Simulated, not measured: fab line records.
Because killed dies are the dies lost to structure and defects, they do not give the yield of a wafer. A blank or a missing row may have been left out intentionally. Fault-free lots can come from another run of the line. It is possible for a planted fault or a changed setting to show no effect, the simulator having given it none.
fab line records	flow sky130	part 1 of 2: steps 1 to 28 of 35
record: lots: 5	wafers: 15	lastDay: 49
route steps=708 shown METAL1@454 VIA1@458 METAL2@483
lots with no fault: from the same line, run without faults
startH: start of the lot's first displayed wafer, in hours after the record's first day	waitH: time in hours since the lot's previous step	" repeats the value in the row above	L1.1+2: a single row standing in for several wafers	- no value, or no start given	* or withheld: withheld	< > ~ a bound
route shown NAME@n: NAME is a module with steps in the file, n the number in the route of the first one	usual: average and standard deviation across the fault-free wafers	same: alike in all rows	chamber/n: place in a boat	sites: per-site readings	_std_site: the standard deviation of these	_edge_site: the outer-site mean with the inner-site mean subtracted	radiusMm: for every site, how far away it sits from the centre of the wafer	mask NAME#n: copy n	behind: the tool/chamber that last shaped the wafer	hold: cause of the lot's hold/its duration in hours/its outcome	device: transistor that didn't switch, given as n, p or np	end of line: at the end of the route, the tests of the same wafers	a step without rows: its recipe alone	killed: dies lost to structure and defects at the first sort, not the wafer's yield	map: dies across one wafer; x = killed, . = not, _ = none there
set.NAME: the setting as run; set.NAME@STEP: as run at that earlier step	model.NAME: the simulator's own value behind a step, which no gauge read
lots at selected steps of the route; one table per step, one row per wafer
services: from which hour (startH, from the record's first day; less than 0 if before it) a tool's chamber was out of use, for how many hours, and why
== steps ==
step: SKY_METAL1_STRIP_20
recipe: chemistry: O2/N2	powerW: 1400	pressureMtorr: 1500	platenTempC: withheld	o2FlowSccm: 3000	n2FlowSccm: 300	overashFraction: 0.5
usual: drypumpMotorCurrentA: 5.7/0.41	oesProductAu: 0.344/0.0047	stripTimeToEndpointS: 2.71/0.032
lot.wafer	tool	chamber	startH	waitH	drypumpMotorCurrentA	oesProductAu	rfHoursCounterH	stripTimeToEndpointS
L074.2	plasmaAsher-01	0	760.51	0.1	5.1	0.333	95	2.66
L074.3	"	0	"	"	5.1	0.344	-	2.64
L074.5	"	1	"	"	5.7	0.341	-	2.65
L075.2	plasmaAsher-01	0	769.91	0.1	5.1	0.341	96	2.65
L075.3	"	1	"	"	5.7	0.339	-	2.65
L075.6	"	0	"	"	5.1	0.343	-	2.68
L087.1	plasmaAsher-01	1	869.54	0.1	5.7	0.344	107	2.71
L087.3	"	1	"	"	5.7	0.343	-	2.73
L087.5	"	1	"	"	5.7	0.348	-	2.71
L089.1	plasmaAsher-04	0	893.98	0.1	5.6	0.347	73	2.70
L089.2	"	1	"	"	5.9	0.340	73	2.68
L089.3	"	0	"	"	5.7	0.335	-	2.69
L092.1	plasmaAsher-01	0	906.34	0.1	5.1	0.350	111	2.73
L092.3	"	1	"	"	5.7	0.347	-	2.74
L092.5	"	0	"	"	5.1	0.343	-	2.75
step: SKY_METAL1_STRIP_21
recipe: chemistry: postEtchResidueRemover	timeS: 1200	tempC: 72.5
usual: bathHeatDutyPct: 13.6/1.3
lot.wafer	tool	chamber	startH	waitH	bathHeatDutyPct
L074.2	wetBench-02	2	760.61	0.1	13.9
L074.3	"	2	"	"	14.4
L074.5	"	2	"	"	12.5
L075.2	wetBench-04	3	770.01	0.1	12.7
L075.3	"	3	"	"	12.6
L075.6	"	3	"	"	12.1
L087.1	wetBench-03	3	869.64	0.1	12.0
L087.3	"	3	"	"	12.4
L087.5	"	3	"	"	13.0
L089.1	wetBench-02	0	894.08	0.1	13.0
L089.2	"	0	"	"	12.7
L089.3	"	0	"	"	12.8
L092.1	wetBench-04	2	906.44	0.1	12.3
L092.3	"	2	"	"	13.0
L092.5	"	2	"	"	13.7
step: SKY_METAL1_CLEAN_22
recipe: chemistry: IPA	timeS: 180	tempC: 25
usual: bathHeatDutyPct: 5.8/0.7
lot.wafer	tool	chamber	startH	waitH	bathHeatDutyPct
L074.2	wetBench-04	3	761.00	0.0	4.8
L074.3	"	3	"	"	5.8
L074.5	"	3	"	"	5.5
L075.2	wetBench-02	1	770.35	0.0	6.3
L075.3	"	1	"	"	6.0
L075.6	"	1	"	"	5.6
L087.1	wetBench-04	0	869.99	0.0	6.4
L087.3	"	0	"	"	7.2
L087.5	"	0	"	"	6.8
L089.1	wetBench-04	2	894.42	0.0	5.5
L089.2	"	2	"	"	6.3
L089.3	"	2	"	"	6.6
L092.1	wetBench-03	3	907.13	0.0	5.3
L092.3	"	3	"	"	5.2
L092.5	"	3	"	"	6.2
step: SKY_METAL1_CLEAN_23
recipe: chemistry: O3/DIW	dry: n2Spin
lot.wafer	tool	chamber	startH	waitH
L074.2+3+5	wetBench-03	1	761.12	0.1
L075.2+3+6	wetBench-04	2	770.42	0.0
L087.1+3+5	wetBench-03	1	870.05	0.0
L089.1+2+3	wetBench-03	3	894.48	0.0
L092.1+3+5	wetBench-02	1	907.19	0.0
step: SKY_VIA1_HDPCVD_00
recipe: material: SiO2	targetThkNm: 1030	sigmaOpenFrac: 0.3	timeS: 171.7	tempC: 400	sih4FlowSccm: 60	pressureMtorr: 6
lot.wafer	tool	chamber	startH	waitH
L074.2+3+5	hdpcvd-01	1,0,1	761.22	0.0
L075.2+3+6	hdpcvd-01	0,2,0	770.51	0.0
L087.1+3+5	hdpcvd-01	2,0,0	870.14	0.0
L089.1+2+3	hdpcvd-01	1,0,2	894.57	0.0
L092.1+3+5	hdpcvd-01	0,1,1	907.29	0.0
step: SKY_VIA1_THK_MEAS_01
recipe: reads: SiO2_of_VIA1_HDPCVD_00
usual: VIA1_HDPCVD_THK: 1027/9.8
lot.wafer	tool	chamber	startH	waitH	VIA1_HDPCVD_THK[nm]
L074.2	filmMetro-04	-	761.34	0.1	1023
L074.3	"	-	"	"	1034
L074.5	"	-	"	"	1010
L075.2	filmMetro-04	-	770.63	0.1	1049
L075.3	"	-	"	"	1035
L075.6	"	-	"	"	1037
L087.1	filmMetro-04	-	870.25	0.1	1011
L087.3	"	-	"	"	1039
L087.5	"	-	"	"	1032
L089.1	filmMetro-03	-	894.68	0.1	1030
L089.2	"	-	"	"	1036
L089.3	"	-	"	"	1019
L092.1	filmMetro-03	-	907.40	0.1	1029
L092.3	"	-	"	"	1022
L092.5	"	-	"	"	1011
step: SKY_VIA1_CMP_02
recipe: material: SiO2	downForcePsi: 4	platenRpm: 60	padVelocityMS: 0.94248
usual: edgeZonePressureFrac: 1.000/0.0055	motorCurrentA: 11.7/0.81	slurryFilterDpKPa: 13.52/0.14
lot.wafer	tool	chamber	startH	waitH	edgeZonePressureFrac	motorCurrentA	slurryFilterDpKPa
L074.2	cmp-01	2	761.49	0.1	1.001	11.4	13.23
L074.3	"	3	"	"	0.999	11.8	13.42
L074.5	"	0	"	"	1.006	12.5	13.51
L075.3	cmp-01	3	770.68	0.0	0.993	12.1	13.25
L075.2	"	0	"	"	1.008	12.9	13.60
L075.6	"	0	"	"	1.003	13.1	13.61
L087.3	cmp-01	0	870.36	0.1	0.996	13.1	13.56
L087.1	"	1	"	"	1.003	11.7	13.41
L087.5	"	3	"	"	0.997	11.1	13.42
L089.1	cmp-02	2	894.79	0.1	1.006	11.5	13.46
L089.3	"	3	"	"	1.012	11.4	13.30
L089.2	"	0	"	"	1.009	12.0	13.67
L092.3	cmp-01	3	907.51	0.1	0.990	12.7	13.80
L092.1	"	0	"	"	0.996	13.3	13.48
L092.5	"	3	"	"	0.995	11.9	13.43
step: SKY_VIA1_BOW_MEAS_03
recipe: mode: bow
usual: VIA1_BOW: 82/6.6
lot.wafer	tool	chamber	startH	waitH	VIA1_BOW[um]
L074.2	filmMetro-02	-	761.71	0.2	89
L074.3	"	-	"	"	82
L074.5	"	-	"	"	93
L075.2	filmMetro-03	-	771.00	0.2	77
L075.3	"	-	"	"	85
L075.6	"	-	"	"	80
L087.1	filmMetro-02	-	870.61	0.1	80
L087.3	"	-	"	"	77
L087.5	"	-	"	"	84
L089.1	filmMetro-04	-	895.04	0.2	79
L089.2	"	-	"	"	88
L089.3	"	-	"	"	74
L092.1	filmMetro-02	-	907.76	0.1	92
L092.3	"	-	"	"	93
L092.5	"	-	"	"	78
step: SKY_VIA1_DEHYDRATE_04
recipe: tempC: 200	timeS: 60
usual: heaterPowerTotalW: 160.40/0.13
lot.wafer	tool	chamber	startH	waitH	heaterPowerTotalW
L074.2	lithoTrack-04	0	774.31	12.6	160.46
L074.3	"	0	"	"	160.54
L074.5	"	0	"	"	160.53
L075.2	lithoTrack-02	0	783.30	12.3	160.28
L075.3	"	0	"	"	160.46
L075.6	"	0	"	"	160.33
L087.1	lithoTrack-03	0	882.42	11.8	160.24
L087.3	"	0	"	"	160.59
L087.5	"	0	"	"	160.32
L089.1	lithoTrack-03	0	907.52	12.5	160.19
L089.2	"	0	"	"	160.37
L089.3	"	0	"	"	160.26
L092.1	lithoTrack-03	0	919.92	12.1	160.45
L092.3	"	0	"	"	160.38
L092.5	"	0	"	"	160.12
step: SKY_VIA1_HMDS_05
recipe: primeTimeS: 60	primeTempC: 120
lot.wafer	tool	chamber	startH	waitH
L074.2+3+5	lithoTrack-04	0	774.46	0.1
L075.2+3+6	lithoTrack-02	0	783.45	0.1
L087.1+3+5	lithoTrack-03	0	882.57	0.1
L089.1+2+3	lithoTrack-03	0	907.67	0.1
L092.1+3+5	lithoTrack-03	0	920.07	0.1
step: SKY_VIA1_COAT_06
recipe: resist: BARC	tempC: withheld	timeS: withheld	spinRpm: 3000	resistThkNm: 60
lot.wafer	tool	chamber	startH	waitH
L074.2+3+5	lithoTrack-04	0	774.61	0.1
L075.2+3+6	lithoTrack-02	0	783.60	0.1
L087.1+3+5	lithoTrack-03	0	882.72	0.1
L089.1+2+3	lithoTrack-03	0	907.82	0.1
L092.1+3+5	lithoTrack-03	0	920.22	0.1
step: SKY_VIA1_COAT_07
recipe: resist: KrF-thick	spinRpm: 3000	resistThkNm: 450
lot.wafer	tool	chamber	startH	waitH
L074.2+3+5	lithoTrack-04	0	-	-
L075.2+3+6	lithoTrack-02	0	-	-
L087.1+3+5	lithoTrack-03	0	-	-
L089.1+2+3	lithoTrack-03	0	-	-
L092.1+3+5	lithoTrack-03	0	-	-
step: SKY_VIA1_SOFTBAKE_08
recipe: tempC: 100	timeS: 90	resist: KrF-thick
usual: heaterPowerTotalW: 57.36/0.12
lot.wafer	tool	chamber	startH	waitH	heaterPowerTotalW
L074.2	lithoTrack-04	0	-	-	57.36
L074.3	"	0	"	"	57.45
L074.5	"	0	"	"	57.32
L075.2	lithoTrack-02	0	-	-	57.28
L075.3	"	0	"	"	57.24
L075.6	"	0	"	"	57.26
L087.1	lithoTrack-03	0	-	-	57.49
L087.3	"	0	"	"	57.16
L087.5	"	0	"	"	57.38
L089.1	lithoTrack-03	0	-	-	57.59
L089.2	"	0	"	"	57.45
L089.3	"	0	"	"	57.23
L092.1	lithoTrack-03	0	-	-	57.34
L092.3	"	0	"	"	57.31
L092.5	"	0	"	"	57.43
step: SKY_VIA1_EXPOSE_09
recipe: maskId: VIM	na: 0.8	sourceShape: annular	sigmaInner: 0.55	sigmaOuter: 0.85	targetCdNm: 150	doseMj: 38
lot.wafer	tool	chamber	startH	waitH	mask
L074.2+3+5	krfScanner-01	0	-	-	VIM#0
L075.2+3+6	krfScanner-01	0	-	-	VIM#0
L087.1+3+5	krfScanner-02	0	-	-	VIM#0
L089.1+2+3	krfScanner-01	0	-	-	VIM#0
L092.1+3+5	krfScanner-01	0	-	-	VIM#0
step: SKY_VIA1_PEB_10
recipe: pebTempC: withheld	pebTimeS: withheld	resist: KrF-thick
lot.wafer	tool	chamber	startH	waitH
L074.2+3+5	lithoTrack-04	0	-	-
L075.2+3+6	lithoTrack-03	0	-	-
L087.1+3+5	lithoTrack-04	0	-	-
L089.1+2+3	lithoTrack-02	0	-	-
L092.1+3+5	lithoTrack-03	0	-	-
step: SKY_VIA1_DEVELOP_11
recipe: developTimeS: 60	resist: KrF-thick	devTempC: 21
lot.wafer	tool	chamber	startH	waitH
L074.2+3+5	lithoTrack-04	0	-	-
L075.2+3+6	lithoTrack-03	0	-	-
L087.1+3+5	lithoTrack-04	0	-	-
L089.1+2+3	lithoTrack-02	0	-	-
L092.1+3+5	lithoTrack-03	0	-	-
step: SKY_VIA1_CD_MEAS_12
recipe: targetCdNm: 150
usual: cdNm: 150.2/1.9
lot.wafer	tool	chamber	startH	waitH	cdNm
L074.2	cdSem-02	-	787.86	-	149.6
L074.3	"	-	"	"	150.2
L074.5	"	-	"	"	149.2
L075.2	cdSem-01	-	797.59	-	154.1
L075.3	"	-	"	"	152.6
L075.6	"	-	"	"	153.2
L087.1	cdSem-01	-	896.29	-	151.1
L087.3	"	-	"	"	150.5
L087.5	"	-	"	"	152.1
L089.1	cdSem-01	-	920.63	-	146.9
L089.2	"	-	"	"	146.6
L089.3	"	-	"	"	147.2
L092.1	cdSem-01	-	933.07	-	148.4
L092.3	"	-	"	"	150.1
L092.5	"	-	"	"	148.7
step: SKY_VIA1_OVL_MEAS_13
usual: VIA1_OVL: 3/5.1
lot.wafer	tool	chamber	startH	waitH	VIA1_OVL[nm]
L074.2	overlay-01	-	787.96	0.1	7
L074.3	"	-	"	"	8
L074.5	"	-	"	"	0
L075.2	overlay-02	-	797.70	0.1	3
L075.3	"	-	"	"	2
L075.6	"	-	"	"	-4
L087.1	overlay-01	-	896.41	0.1	-1
L087.3	"	-	"	"	0
L087.5	"	-	"	"	-4
L089.1	overlay-02	-	920.75	0.1	2
L089.2	"	-	"	"	0
L089.3	"	-	"	"	-2
L092.1	overlay-02	-	933.19	0.1	-6
L092.3	"	-	"	"	-1
L092.5	"	-	"	"	-4
step: SKY_VIA1_ETCH_14
recipe: chemistry: N2/H2	target: BARC	ionEnergyEv: 200	sourceW: 500	biasW: 100	pressureMtorr: 30	n2FlowSccm: 100	h2FlowSccm: 200	stopOn: SiO2	timeS: 45.9	targetDepthA: 600
usual: drypumpMotorCurrentA: 5.6/0.35	h2FlowSccm: 200.0/0.59	oesProductAu: 0.855/0.0051	throttleValvePct: 13.223/0.0097
lot.wafer	tool	chamber	startH	waitH	drypumpMotorCurrentA	h2FlowSccm	oesProductAu	rfHoursCounterH	throttleValvePct
L074.2	rieDiel-02	0	787.99	0.0	5.2	198.5	0.853	2	13.217
L074.3	"	2	"	"	6.1	199.8	0.856	7	13.231
L074.5	"	2	"	"	6.0	199.7	0.851	-	13.235
L075.2	rieDiel-01	1	797.73	0.0	5.7	199.6	0.858	23	13.228
L075.3	"	0	"	"	6.0	200.1	0.858	26	13.204
L075.6	"	0	"	"	6.0	199.1	0.862	-	13.231
L087.1	rieDiel-02	0	896.44	0.0	5.2	199.9	0.848	6	13.220
L087.3	"	1	"	"	5.1	199.5	0.855	24	13.240
L087.5	"	1	"	"	5.1	199.9	0.855	-	13.213
L089.1	rieDiel-02	3	920.79	0.0	5.5	198.7	0.868	3	13.244
L089.2	"	0	"	"	5.2	200.1	0.861	7	13.219
L089.3	"	2	"	"	6.0	199.6	0.851	11	13.228
L092.1	rieDiel-04	2	933.23	0.0	5.1	200.4	0.850	15	13.224
L092.3	"	0	"	"	5.9	200.2	0.844	10	13.214
L092.5	"	3	"	"	5.4	199.6	0.855	-	13.216
step: SKY_VIA1_ETCH_15
recipe: target: SiO2	chemistry: C4F8/O2/Ar	targetDepthNm: 351	stopOn: TiN	maskMaterial: KrF-thick	sourceW: 1500	biasW: 1200	pressureMtorr: 40	c4f8FlowSccm: withheld	O2_flow_sccm: 6	Ar_flow_sccm: 300	timeS: 54
usual: oesProductAu: 0.982/0.0051
lot.wafer	tool	chamber	startH	waitH	oesProductAu	rfHoursCounterH
L074.2	rieDiel-02	0	788.04	0.0	0.984	2
L074.3	"	2	"	"	0.978	7
L074.5	"	2	"	"	0.981	-
L075.2	rieDiel-01	1	797.77	0.0	0.987	23
L075.3	"	0	"	"	0.990	27
L075.6	"	0	"	"	0.981	-
L087.1	rieDiel-02	0	896.49	0.0	0.981	6
L087.3	"	1	"	"	0.989	24
L087.5	"	1	"	"	0.984	-
L089.1	rieDiel-02	3	920.83	0.0	0.975	3
L089.2	"	0	"	"	0.981	7
L089.3	"	2	"	"	0.984	11
L092.1	rieDiel-04	2	933.27	0.0	0.983	15
L092.3	"	0	"	"	0.971	10
L092.5	"	3	"	"	0.985	-
step: SKY_VIA1_STRIP_16
recipe: chemistry: O2/N2	powerW: 1400	pressureMtorr: 1500	platenTempC: withheld	o2FlowSccm: 3000	n2FlowSccm: 300	overashFraction: 0.5
usual: drypumpMotorCurrentA: 5.9/0.39	oesProductAu: 0.415/0.0048	stripTimeToEndpointS: 4.455/0.02
lot.wafer	tool	chamber	startH	waitH	drypumpMotorCurrentA	oesProductAu	rfHoursCounterH	stripTimeToEndpointS
L074.2	plasmaAsher-04	1	788.08	0.0	5.9	0.415	65	4.429
L074.3	"	0	"	"	5.7	0.408	-	4.464
L074.5	"	0	"	"	5.7	0.411	-	4.476
L075.2	plasmaAsher-04	1	797.82	0.0	5.9	0.420	66	4.466
L075.3	"	1	"	"	5.9	0.410	-	4.428
L075.6	"	1	"	"	5.9	0.419	-	4.418
L087.1	plasmaAsher-03	1	896.53	0.0	5.8	0.414	16	4.434
L087.3	"	0	"	"	6.5	0.426	-	4.432
L087.5	"	1	"	"	5.8	0.415	-	4.428
L089.1	plasmaAsher-02	1	920.87	0.0	6.1	0.419	50	4.450
L089.2	"	0	"	"	5.3	0.411	50	4.458
L089.3	"	0	"	"	5.3	0.405	-	4.463
L092.1	plasmaAsher-03	0	933.32	0.0	6.5	0.413	20	4.450
L092.3	"	0	"	"	6.5	0.417	-	4.468
L092.5	"	1	"	"	5.8	0.411	-	4.448
step: SKY_VIA1_STRIP_17
recipe: chemistry: postEtchResidueRemover	timeS: 1200	tempC: 72.5
usual: bathHeatDutyPct: 13.7/1.1
lot.wafer	tool	chamber	startH	waitH	bathHeatDutyPct
L074.2	wetBench-01	3	788.18	0.1	14.2
L074.3	"	3	"	"	13.9
L074.5	"	3	"	"	15.2
L075.2	wetBench-01	0	797.92	0.1	14.5
L075.3	"	0	"	"	13.7
L075.6	"	0	"	"	14.1
L087.1	wetBench-02	0	896.63	0.1	12.3
L087.3	"	0	"	"	13.3
L087.5	"	0	"	"	13.7
L089.1	wetBench-01	2	920.97	0.1	14.9
L089.2	"	2	"	"	14.0
L089.3	"	2	"	"	13.1
L092.1	wetBench-01	2	933.42	0.1	15.0
L092.3	"	2	"	"	13.8
L092.5	"	2	"	"	15.6
step: SKY_VIA1_CLEAN_18
recipe: chemistry: IPA	timeS: 180	tempC: 25
usual: bathHeatDutyPct: 5.8/0.61
lot.wafer	tool	chamber	startH	waitH	bathHeatDutyPct
L074.2	wetBench-02	1	788.52	0.0	6.9
L074.3	"	1	"	"	5.5
L074.5	"	1	"	"	7.0
L075.2	wetBench-02	0	798.26	0.0	5.5
L075.3	"	0	"	"	5.8
L075.6	"	0	"	"	5.4
L087.1	wetBench-01	1	896.98	0.0	5.8
L087.3	"	1	"	"	6.3
L087.5	"	1	"	"	5.9
L089.1	wetBench-01	2	921.32	0.0	7.0
L089.2	"	2	"	"	6.1
L089.3	"	2	"	"	6.9
L092.1	wetBench-02	3	933.79	0.0	5.4
L092.3	"	3	"	"	5.6
L092.5	"	3	"	"	6.9
step: SKY_VIA1_CLEAN_19
recipe: chemistry: O3/DIW	dry: n2Spin
lot.wafer	tool	chamber	startH	waitH
L074.2+3+5	wetBench-01	3	788.58	0.0
L075.2+3+6	wetBench-04	2	798.32	0.0
L087.1+3+5	wetBench-02	0	897.03	0.0
L089.1+2+3	wetBench-02	0	921.37	0.0
L092.1+3+5	wetBench-01	1	933.85	0.0
step: SKY_VIA1_SPUTTER_20
recipe: material: TiN	targetThkNm: 20	chamberPressurePa: 5	powerW: 4000	timeS: 80
usual: chamberPressurePa: 4.999/0.011	throttleValvePct: 30.6/1.2
lot.wafer	tool	chamber	startH	waitH	chamberPressurePa	throttleValvePct
L074.2	pvdSputter-04	-	788.67	0.0	4.995	30.8
L074.3	"	-	"	"	4.996	32.4
L074.5	"	-	"	"	4.983	32.2
L075.2	pvdSputter-02	-	798.50	0.0	4.990	30.4
L075.3	"	-	"	"	4.997	30.0
L075.6	"	-	"	"	5.008	30.1
L087.1	pvdSputter-01	-	897.13	0.0	5.007	29.9
L087.3	"	-	"	"	4.993	29.3
L087.5	"	-	"	"	5.016	29.0
L089.1	pvdSputter-02	-	921.47	0.0	5.005	30.0
L089.2	"	-	"	"	5.002	32.6
L089.3	"	-	"	"	4.999	30.3
L092.1	pvdSputter-04	-	933.95	0.0	4.996	32.4
L092.3	"	-	"	"	4.998	31.2
L092.5	"	-	"	"	5.002	32.1
step: SKY_VIA1_CVD_21
recipe: material: W	targetThkNm: 270	timeS: 80.902	tempC: 400	pressureTorr: 40
usual: heaterPowerW: 896/54
lot.wafer	tool	chamber	startH	waitH	heaterPowerW
L074.2	cvdW-02	0	788.74	0.0	991
L074.3	"	0	"	"	949
L074.5	"	1	"	"	871
L075.2	cvdW-02	0	798.56	0.0	950
L075.3	"	1	"	"	872
L075.6	"	1	"	"	863
L087.1	cvdW-01	0	897.19	0.0	930
L087.3	"	0	"	"	929
L087.5	"	0	"	"	932
L089.1	cvdW-01	1	921.54	0.0	798
L089.2	"	0	"	"	902
L089.3	"	0	"	"	888
L092.1	cvdW-02	0	934.01	0.0	975
L092.3	"	1	"	"	855
L092.5	"	1	"	"	888
step: SKY_VIA1_RS_MEAS_22
recipe: thkMeasGauge: four-point-probe	reads: W_of_VIA1_CVD_21+TiN_of_VIA1_SPUTTER_20
usual: VIA1_W_RS: 0.427/0.0053
lot.wafer	tool	chamber	startH	waitH	VIA1_W_RS[ohm/sq]
L074.2	filmMetro-03	-	788.85	0.1	0.417
L074.3	"	-	"	"	0.421
L074.5	"	-	"	"	0.427
L075.2	filmMetro-02	-	798.67	0.1	0.423
L075.3	"	-	"	"	0.436
L075.6	"	-	"	"	0.433
L087.1	filmMetro-02	-	897.28	0.1	0.427
L087.3	"	-	"	"	0.429
L087.5	"	-	"	"	0.430
L089.1	filmMetro-02	-	921.63	0.1	0.432
L089.2	"	-	"	"	0.433
L089.3	"	-	"	"	0.431
L092.1	filmMetro-02	-	934.10	0.1	0.419
L092.3	"	-	"	"	0.430
L092.5	"	-	"	"	0.428
step: SKY_VIA1_THK_MEAS_23
recipe: thkMeasGauge: xrf	reads: W_of_VIA1_CVD_21
usual: VIA1_W_THK: 273/4.7
lot.wafer	tool	chamber	startH	waitH	VIA1_W_THK[nm]
L074.2	filmMetro-03	-	788.96	0.1	283
L074.3	"	-	"	"	281
L074.5	"	-	"	"	275
L075.2	filmMetro-02	-	798.78	0.1	270
L075.3	"	-	"	"	265
L075.6	"	-	"	"	267
L087.1	filmMetro-02	-	897.40	0.1	269
L087.3	"	-	"	"	266
L087.5	"	-	"	"	266
L089.1	filmMetro-02	-	921.75	0.1	269
L089.2	"	-	"	"	266
L089.3	"	-	"	"	268
L092.1	filmMetro-02	-	934.22	0.1	278
L092.3	"	-	"	"	271
L092.5	"	-	"	"	271
